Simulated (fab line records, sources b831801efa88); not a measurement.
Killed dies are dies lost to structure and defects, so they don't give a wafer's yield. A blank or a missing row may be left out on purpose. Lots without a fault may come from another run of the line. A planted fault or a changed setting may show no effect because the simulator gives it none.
Chamber matching | flow gf180mcu | GF_V1_CMP_26 on cmp-02: 4 sister chambers
The step polishes, stops on SiO2, t overpolish 15 s, target thk 0 nm. 8 wafers are shown with their chamber, then 8 later ones without.

WAFERS WITH THEIR CHAMBER
wafer  | chamber | motor_current_A (A) | time_to_endpoint_s (s)
L798.2 | 2       | 10.6                | 91
L800.4 | 2       | 10.5                | 94
L804.3 | 3       | 11.2                | 85
L804.6 | 3       | 11.7                | 86
L805.3 | 1       | 11.1                | 88
L805.5 | 1       | 12.5                | 85
L805.6 | 0       | 10.9                | 93
L808.3 | 0       | 11.5                | 93

WAFERS WITHOUT THEIR CHAMBER
wafer  | motor_current_A (A) | time_to_endpoint_s (s)
L808.4 | 10.4                | 96
L808.6 | 10.7                | 95
L811.1 | 12.0                | 87
L811.3 | 12.5                | 86
L811.6 | 10.3                | 95
L818.4 | 10.4                | 92
L818.5 | 10.9                | 89
L818.6 | 11.4                | 86

WHICH CHAMBER EACH WENT THROUGH
wafer  | from the rows above               | in truth
L808.4 | can't be placed: 2 or 0           | 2
L808.6 | can't be placed: 0 or 2           | 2
L811.1 | can't be placed: 1 or 3           | 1
L811.3 | can't be placed: 1 or 3           | 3
L811.6 | can't be placed: 2 or 0           | 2
L818.4 | can't be placed: 2 or 0           | 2
L818.5 | can't be placed: 1 or 2 or 3 or 0 | 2
L818.6 | can't be placed: 3 or 1           | 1
Placed correctly: 0 of 8. Can't be placed from these rows: 8 (the true chamber is among the candidates in 8). Placed wrongly: 0.
How it was worked out, from the rows above alone: a wafer's distance from a chamber is the root of the sum, over the readings, of the square of ((its reading less the chamber's mean) divided by the reading's scatter). The wafer belongs to the nearest chamber; if the next one is less than 2 further off, it can't be placed. A chamber's mean is the mean of its shown wafers. The scatter: the root of (the sum of the squares of (reading less its chamber's mean) over the shown wafers, divided by (wafers less chambers)).
